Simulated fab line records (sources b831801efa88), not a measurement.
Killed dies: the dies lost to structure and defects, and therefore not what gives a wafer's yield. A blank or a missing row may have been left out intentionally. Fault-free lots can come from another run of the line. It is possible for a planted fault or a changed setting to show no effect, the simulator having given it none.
Code-filled problem report in 8D (eight disciplines) form + flow sky130 + the parts of the form that need people (team, actions taken, sign-off) are left out

1. PROBLEM STATEMENT
VIA3_W_RS at SKY_VIA3_RS_MEAS_22 reads a mean of 0.218 ohm/sq on 4 wafers of 2 lots; wafers without a fault read 0.296 ohm/sq with a standard deviation of 0.0042. That puts it -18 standard deviations away from the usual mean.
The step: measures by four-point-probe.
First observed at day 42 00:53: wafer L401.3, on film-metro-03. At this step, 30 wafers from 10 lots have a number in the record. By rule, "out" or "out of limits" means more than 4 standard deviations away from the usual mean. The rest of the wafers with a number are treated as sound.

2. WHAT THIS IS AND IS NOT
| question                    | is                             | is not                                                                                                  |
|-----------------------------|--------------------------------|---------------------------------------------------------------------------------------------------------|
| which readings at this step | VIA3_W_RS                      | -                                                                                                       |
| which lots                  | L401, L402                     | L394, L398, L409, L410, L412, L414, L415, L417                                                          |
| which wafers of those lots  | L401.3, L401.6, L402.2, L402.3 | L401.4, L402.1                                                                                          |
| read on which gauges        | film-metro-01, film-metro-03   | film-metro-02                                                                                           |
| when                        | from day 42 00:53              | up to then (7 sound wafers); but 19 sound wafers of L402, L409, L410, L412, L414, L415, L417 came after |

3. SUSPECTS, AND WHAT RULES EACH OUT
Counting: if a tool at a process step up to the reading ran every lot that is out, it stays a suspect. Sound lots after the first of them don't rule it out here, since some wafers of a struck lot are sound.
- the gauge at SKY_VIA3_RS_MEAS_22 is ruled out. 2 gauges (film-metro-01, film-metro-03) read the wafers that are out.
- cmp-02 at SKY_VIA3_CMP_02 (polishes SiO2): kept. It ran every lot that is out, first L401 (day 40 23:35); its last sound lot up to then is L394 (day 38 18:24).
- cvd-w-01 at SKY_VIA3_CVD_21 (deposits W, target thk 390 nm, time 117.31 s): kept. It ran every lot that is out, first L401 (day 42 00:46); its last sound lot up to then is L398 (day 41 04:24).
Left after counting: cmp-02 at SKY_VIA3_CMP_02, cvd-w-01 at SKY_VIA3_CVD_21.

4. THE CAUSE (what the simulator had put in)
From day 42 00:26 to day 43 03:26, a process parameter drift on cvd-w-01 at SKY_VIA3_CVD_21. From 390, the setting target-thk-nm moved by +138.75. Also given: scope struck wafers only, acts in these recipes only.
After counting, 2 suspects remain, this tool included.

5. THE CHAIN OF EFFECTS, in route order
Each row: a reading whose mean over the struck wafers that have a number lies more than 3 standard deviations from the usual. Readings are gone through only where the record gives a usual standard deviation; hours: the median, over the lots, of the time from a lot's start at the first step in this table giving one to that lot's start at this step; sigmas: the change measured in usual standard deviations.
| hours | step                 | reading            | usual        | on struck wafers | change | sigmas |
|-------|----------------------|--------------------|--------------|------------------|--------|--------|
| 0     | SKY_VIA3_RS_MEAS_22  | VIA3_W_RS          | 0.296 ohm/sq | 0.218            | -0.077 | -18    |
| 4     | SKY_VIA3_THK_MEAS_23 | VIA3_W_THK         | 391 nm       | 536              | +144   | +22    |
| 6     | SKY_VIA3_CMP_24      | time-to-endpoint-s | 94 s         | 128              | +34    | +8.7   |
Process steps it contains:
- SKY_VIA3_CMP_24: polishes, stops on SiO2, t overpolish 20 s, target thk 0 nm.

6. WHAT WOULD HAVE CAUGHT IT SOONER
The first out-of-limits reading at a measuring or inspecting step in this record came at day 42 00:53, 0 hours after the fault's start at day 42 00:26.
Of the tool readings at SKY_VIA3_CVD_21 for which the record gives a usual standard deviation, none was out on any struck wafer, so an alarm limit of 4 standard deviations on them would not have fired.
Among the 2 lots that are out, L402 began SKY_VIA3_CVD_21 on cvd-w-01 after day 42 00:53. A hold on the tool at that time would have spared it.
